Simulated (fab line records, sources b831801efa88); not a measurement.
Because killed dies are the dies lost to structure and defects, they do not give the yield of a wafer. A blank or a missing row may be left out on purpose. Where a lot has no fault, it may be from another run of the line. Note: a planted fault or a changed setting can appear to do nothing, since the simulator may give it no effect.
Comparing a struck lot with a sound one :: flow sky130 :: 31 out of 708 route steps
Sound: wafers L941.4, L941.5, L941.6. Struck: wafer L944.5 (left out: L944.2, L944.6 of the same lot, which were not struck); the cause appears at the end.
Per side, at each step with rows, come the tool, then ch with its chambers, and then its first start. Under that, the readings that differ: sound wafers :: struck wafers :: difference of the means :: sigmas: that difference in standard deviations of wafers without a fault.
alike: words and numbers the same on both sides, and readings whose means are apart by under 2 such deviations; not compared: readings that were withheld, readings missing a value for some wafer, numbers with overlapping values and no deviation given by the record, and bounds like >300 which may hide the same value.
A row with sigmas, a row that says differs or no value, or rows on one side alone: a step with any of these is where the two part. Non-overlapping numbers with no deviation appear without sigmas and do not part them. A reading missing from all wafers of one side parts the sides only when that side holds two or more wafers.

first, 5 steps without rows for these wafers: SKY_VIA1_STRIP_17 (strips in post etch residue remover, time 1200 s); SKY_VIA1_CLEAN_18 (cleans in IPA, time 180 s); SKY_VIA1_CLEAN_19 (cleans in O3/DIW); SKY_VIA1_SPUTTER_20 (material TiN, target thk 20 nm, time 80 s); SKY_VIA1_CVD_21 (deposits W, target thk 270 nm, time 80.902 s).
SKY_VIA1_RS_MEAS_22: the measuring method here is four-point-probe.
  sound on filmMetro-03, day 34 17:04; struck on filmMetro-03, day 35 15:46
  alike: VIA1_W_RS
SKY_VIA1_THK_MEAS_23: measures by xrf.
  sound on filmMetro-03, day 34 17:10; struck on filmMetro-03, day 35 15:53
  alike: VIA1_W_THK
then, 1 step without rows for these wafers: SKY_VIA1_CMP_24 (polishes, stops on SiO2, t overpolish 15 s, target thk 0 nm).
SKY_METAL2_SPUTTER_00: material Ti, target thk 15 nm, time 10 s.
  sound on pvdSputter-03, day 34 17:29; struck on pvdSputter-03, day 35 16:14
  alike: throttleValvePct
then, 1 step without rows for these wafers: SKY_METAL2_SPUTTER_01 (material TiN, target thk 20 nm, time 16.7 s).
SKY_METAL2_SPUTTER_02: material AlCu, target thk 250 nm, time 13.3 s.
  sound on pvdSputter-03, day 34 17:32; struck on pvdSputter-03, day 35 16:16
  alike: throttleValvePct
SKY_METAL2_SPUTTER_03: material Ti, target thk 5 nm, time 3.3 s.
  sound on pvdSputter-03, day 34 17:34; struck on pvdSputter-03, day 35 16:18
  alike: throttleValvePct
SKY_METAL2_SPUTTER_04: material TiN, target thk 70 nm, time 58.3 s.
  sound on pvdSputter-03, day 34 17:35; struck on pvdSputter-03, day 35 16:19
reading: model.TiN_of_METAL2_SPUTTER_04.thkNm (nm)
sound: 70.42 69.9 71.4
struck: 72.4
difference: +1.8
sigmas: 
  alike: throttleValvePct
SKY_METAL2_RS_MEAS_05: the measuring method here is four-point-probe.
  sound on filmMetro-04, day 34 17:41; struck on filmMetro-04, day 35 16:23
  alike: METAL2_ALCU_RS
SKY_METAL2_THK_MEAS_06: measures by xrf.
  sound on filmMetro-04, day 34 17:47; struck on filmMetro-04, day 35 16:30
  alike: METAL2_ALCU_THK
then, 8 steps without rows for these wafers: SKY_METAL2_DEHYDRATE_07 (time 60 s); SKY_METAL2_HMDS_08 (prime time 60 s); SKY_METAL2_COAT_09 (resist thk 60 nm); SKY_METAL2_COAT_10 (resist thk 450 nm); SKY_METAL2_SOFTBAKE_11 (time 90 s); SKY_METAL2_EXPOSE_12 (exposes mask MM2, target cd 140 nm); SKY_METAL2_PEB_13; SKY_METAL2_DEVELOP_14 (develop time 60 s).
SKY_METAL2_CD_MEAS_15 targets a cd of 140 nm.
  sound on cdSem-02, day 35 19:45; struck on cdSem-02, day 36 19:02
  alike: cdNm
SKY_METAL2_OVL_MEAS_16:
  sound on overlay-02, day 35 19:50; struck on overlay-02, day 36 19:08
reading: METAL2_OVL (nm)
sound: 4 10 10
struck: 0
difference: -8
sigmas: -2
then, 1 step without rows for these wafers: SKY_METAL2_DESCUM_17 (chemistry O2, time 8 s).
SKY_METAL2_ETCH_18: etches BARC in N2/H2, stops on SiO2, time 45.9 s, target depth 60 nm.
  sound on rieMetal-04 ch 0,1, day 35 19:54; struck on rieMetal-03 ch 1, day 36 19:12
reading: throttleValvePct (%)
sound: 13.250 13.234 13.225
struck: 13.202
difference: -0.034
sigmas: -4
  alike: drypumpMotorCurrentA, n2FlowSccm, oesProductAu, rfFwdPowerW
  not compared: rfHoursCounterH
SKY_METAL2_METAL_ETCH_19: etches the open film in Cl2/BCl3, stops on SiO2, target depth 360 nm, time 78 s.
  sound on rieMetal-04 ch 0,1, day 35 19:58; struck on rieMetal-03 ch 1, day 36 19:16
  alike: drypumpMotorCurrentA, oesProductAu, rfFwdPowerW, throttleValvePct
  not compared: rfHoursCounterH
then, 1 step without rows for these wafers: SKY_METAL2_STRIP_20 (strips in O2/N2).
SKY_METAL2_STRIP_21: strips in post etch residue remover, time 1200 s.
  sound on wetBench-03 ch 0, day 35 20:08; struck on wetBench-01 ch 0, day 36 19:27
reading: model.TiN_of_METAL2_SPUTTER_04.thkNm (nm)
sound: 70 69.48 70.98
struck: 71.98
difference: +1.83
sigmas: 
then, 1 step without rows for these wafers: SKY_METAL2_CLEAN_22 (cleans in IPA, time 180 s).

## WHERE THEY PART
At SKY_METAL2_OVL_MEAS_16 first; at SKY_METAL2_ETCH_18 last (within this record only). Later steps at which nothing parts them and some readings are alike: SKY_METAL2_METAL_ETCH_19.

WHY: the cause the simulator had injected
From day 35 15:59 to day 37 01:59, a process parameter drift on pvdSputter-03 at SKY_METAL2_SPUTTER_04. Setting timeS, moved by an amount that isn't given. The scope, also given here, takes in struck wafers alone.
